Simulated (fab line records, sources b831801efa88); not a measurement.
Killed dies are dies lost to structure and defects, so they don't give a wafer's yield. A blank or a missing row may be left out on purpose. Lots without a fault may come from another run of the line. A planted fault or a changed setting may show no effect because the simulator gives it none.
Which tool did it? | flow gf180mcu | 13 lots, 39 wafers sampled, at 5 steps of a route of 602

WHAT THE GAUGES READ, wafer by wafer
GF_CONTACT_THK_MEAS_03.
lot  | measured     | on            | CONTACT_CVD_02_THK (nm)
L108 | day 15 08:50 | film_metro-01 | 854 853 858
L110 | day 16 00:07 | film_metro-03 | 850 858 868
L111 | day 16 07:39 | film_metro-01 | 848 861 858
L112 | day 16 14:26 | film_metro-03 | 846 857 857
L114 | day 17 08:50 | film_metro-02 | 845 843 834
L115 | day 17 17:04 | film_metro-01 | 865 871 870
L116 | day 18 03:17 | film_metro-03 | 856 874 867
L117 | day 18 08:54 | film_metro-02 | 849 849 849
L119 | day 19 09:16 | film_metro-03 | 858 852 855
L124 | day 21 05:44 | film_metro-02 | 868 855 890
L127 | day 21 23:00 | film_metro-02 | 861 863 883
L129 | day 22 16:14 | film_metro-01 | 855 863 863
L131 | day 23 08:52 | film_metro-02 | 859 866 885

GF_CONTACT_CD_MEAS_14: target cd 220 nm.
lot  | measured     | on        | cd_nm (nm)
L108 | day 16 07:23 | cd_sem-01 | 219.8 221.1 220.5
L110 | day 16 21:31 | cd_sem-01 | 219.0 219.3 220.1
L111 | day 17 05:29 | cd_sem-01 | 219.8 220.0 219.8
L112 | day 17 13:43 | cd_sem-02 | 220.6 220.9 220.3
L114 | day 18 08:39 | cd_sem-01 | 220.1 220.8 220.5
L115 | day 18 16:44 | cd_sem-01 | 220.9 219.9 221.8
L116 | day 19 04:01 | cd_sem-02 | 218.7 220.0 218.8
L117 | day 19 08:21 | cd_sem-01 | 218.3 219.0 218.1
L119 | day 20 10:25 | cd_sem-01 | 222.5 222.6 221.4
L124 | day 22 05:27 | cd_sem-01 | 217.8 218.2 218.5
L127 | day 22 23:05 | cd_sem-01 | 266.1 264.1 264.8
L129 | day 23 15:38 | cd_sem-02 | 259.4 260.7 260.6
L131 | day 24 07:37 | cd_sem-01 | 220.8 221.5 221.8

WHICH TOOL RAN EACH LOT (tool, then ch and the chambers of the sampled wafers, then the start)
lot  | GF_SAB_ETCH_11                     | GF_SALICIDE_SPUTTER_03       | GF_CONTACT_EXPOSE_11
L108 | rie_diel-03 ch 1,3, day 15 07:38   | pvd_sputter-02, day 15 08:08 | krf_scanner-01 ch 0, day 15 20:11
L110 | rie_diel-01 ch 1,2,3, day 15 23:02 | pvd_sputter-02, day 15 23:24 | krf_scanner-02 ch 0, day 16 11:22
L111 | rie_diel-02 ch 1,3, day 16 06:35   | pvd_sputter-03, day 16 06:58 | krf_scanner-01 ch 0, day 16 18:16
L112 | rie_diel-01 ch 1,3, day 16 13:23   | pvd_sputter-04, day 16 13:45 | krf_scanner-01 ch 0, day 17 02:43
L114 | rie_diel-01 ch 1,2,3, day 17 07:47 | pvd_sputter-04, day 17 08:10 | krf_scanner-01 ch 0, day 17 20:45
L115 | rie_diel-03 ch 0,1,2, day 17 15:55 | pvd_sputter-04, day 17 16:17 | krf_scanner-01 ch 0, day 18 05:31
L116 | rie_diel-01 ch 0,3, day 18 02:07   | pvd_sputter-04, day 18 02:37 | krf_scanner-02 ch 0, day 18 15:55
L117 | rie_diel-02 ch 1,2,3, day 18 07:50 | pvd_sputter-04, day 18 08:13 | krf_scanner-02 ch 0, day 18 20:23
L119 | rie_diel-03 ch 0,1,3, day 19 08:10 | pvd_sputter-02, day 19 08:34 | krf_scanner-01 ch 0, day 19 21:46
L124 | rie_diel-02 ch 0,3, day 21 04:37   | pvd_sputter-02, day 21 05:01 | krf_scanner-02 ch 0, day 21 18:02
L127 | rie_diel-03 ch 0,1,3, day 21 21:57 | pvd_sputter-02, day 21 22:20 | krf_scanner-02 ch 0, day 22 11:30
L129 | rie_diel-02 ch 1,2, day 22 15:11   | pvd_sputter-04, day 22 15:33 | krf_scanner-02 ch 0, day 23 04:33
L131 | rie_diel-02 ch 0,1,2, day 23 07:47 | pvd_sputter-04, day 23 08:09 | krf_scanner-01 ch 0, day 23 20:33
- GF_SAB_ETCH_11: etches SiO2 in C4F8/O2/Ar, target depth 55 nm, time 8.5 s.
- GF_SALICIDE_SPUTTER_03: material TiN, target thk 20 nm, time 16.7 s.
- GF_CONTACT_EXPOSE_11: exposes mask Contact, target cd 220 nm.

WHAT THE TOOLS THEMSELVES READ (means of the sampled wafers that have a number; where no wafer has one, the mark that the record gives instead)
GF_SAB_ETCH_11.
lot  | tool        | bias_w (W) | oes_product_au (a.u.)
L108 | rie_diel-03 | 1197       | 0.996
L110 | rie_diel-01 | 1199       | 1.002
L111 | rie_diel-02 | 1198       | 0.995
L112 | rie_diel-01 | 1203       | 0.995
L114 | rie_diel-01 | 1201       | 0.996
L115 | rie_diel-03 | 1201       | 0.999
L116 | rie_diel-01 | 1203       | 1.012
L117 | rie_diel-02 | 1201       | 1.003
L119 | rie_diel-03 | 1201       | 1.005
L124 | rie_diel-02 | 1201       | 0.993
L127 | rie_diel-03 | 1200       | 1.007
L129 | rie_diel-02 | 1201       | 0.995
L131 | rie_diel-02 | 1198       | 0.994

GF_SALICIDE_SPUTTER_03.
lot  | tool           | throttle_valve_pct (%)
L108 | pvd_sputter-02 | 29.9
L110 | pvd_sputter-02 | 30.2
L111 | pvd_sputter-03 | 28.2
L112 | pvd_sputter-04 | 28.4
L114 | pvd_sputter-04 | 28.4
L115 | pvd_sputter-04 | 28.2
L116 | pvd_sputter-04 | 28.4
L117 | pvd_sputter-04 | 28.5
L119 | pvd_sputter-02 | 30.0
L124 | pvd_sputter-02 | 30.0
L127 | pvd_sputter-02 | 29.6
L129 | pvd_sputter-04 | 28.6
L131 | pvd_sputter-04 | 28.6

GF_CONTACT_EXPOSE_11.
lot  | tool           | exposure_dose_mJ_cm2
L108 | krf_scanner-01 | 38.14
L110 | krf_scanner-02 | 38.10
L111 | krf_scanner-01 | 38.16
L112 | krf_scanner-01 | 38.08
L114 | krf_scanner-01 | 38.11
L115 | krf_scanner-01 | 38.11
L116 | krf_scanner-02 | 38.19
L117 | krf_scanner-02 | 38.09
L119 | krf_scanner-01 | 38.11
L124 | krf_scanner-02 | 38.12
L127 | krf_scanner-02 | 51.15
L129 | krf_scanner-02 | 48.90
L131 | krf_scanner-01 | 38.12

THE ANSWER, worked out from the rows above alone
Rule: what is usual is taken from the lots themselves. Put in order of their means at a reading, lots are off if they are a third of the lots or fewer, leave a main group of 4 or more, and stand apart from it by a gap of 3 or more times the standard deviation of the main group's means; of several such gaps the widest counts. A main group whose means are all the same, to the digits that the tables above print for the reading, isn't used. A lot without any number at a reading at which 4 lots or more have one is off too. The other lots that the step has rows for count as sound. The gauges are gone through in route order, then the tools' own readings, and for those a lot's mean is taken as printed above. The first step at which some lot is off is used, and at that step the reading that is off furthest; a lot without a number counts as furthest.
Off: L127, L129, at GF_CONTACT_CD_MEAS_14 (cd_nm). The main group: mean 220.1 nm, standard deviation 1.2.
A tool fits if, at a process step before that reading, it ran every lot that is off, and no sound lot after the first of them. The gauges at GF_CONTACT_CD_MEAS_14 aren't tried: what is off there is off at GF_CONTACT_EXPOSE_11 too, on other tools, and a gauge's error can't cause that. One fits: krf_scanner-02 at GF_CONTACT_EXPOSE_11. Its last sound lot is L124 (day 21 18:02), its first lot that is off L127 (day 22 11:30): a fault that began between those two fits.
The tool's own readings at GF_CONTACT_EXPOSE_11 bear it out: on the lots that are off they differ by more than 5 times the standard deviation of the sound lots' means. exposure_dose_mJ_cm2 reads 50.02 there against 38.12 on the sound lots.

WHAT THE SIMULATOR HAD PUT IN
Process parameter drift: krf_scanner-02, from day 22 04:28 on, at GF_CONTACT_EXPOSE_11. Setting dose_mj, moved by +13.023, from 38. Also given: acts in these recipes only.
Lots struck among those shown: L127, L129. The rule above found the same.
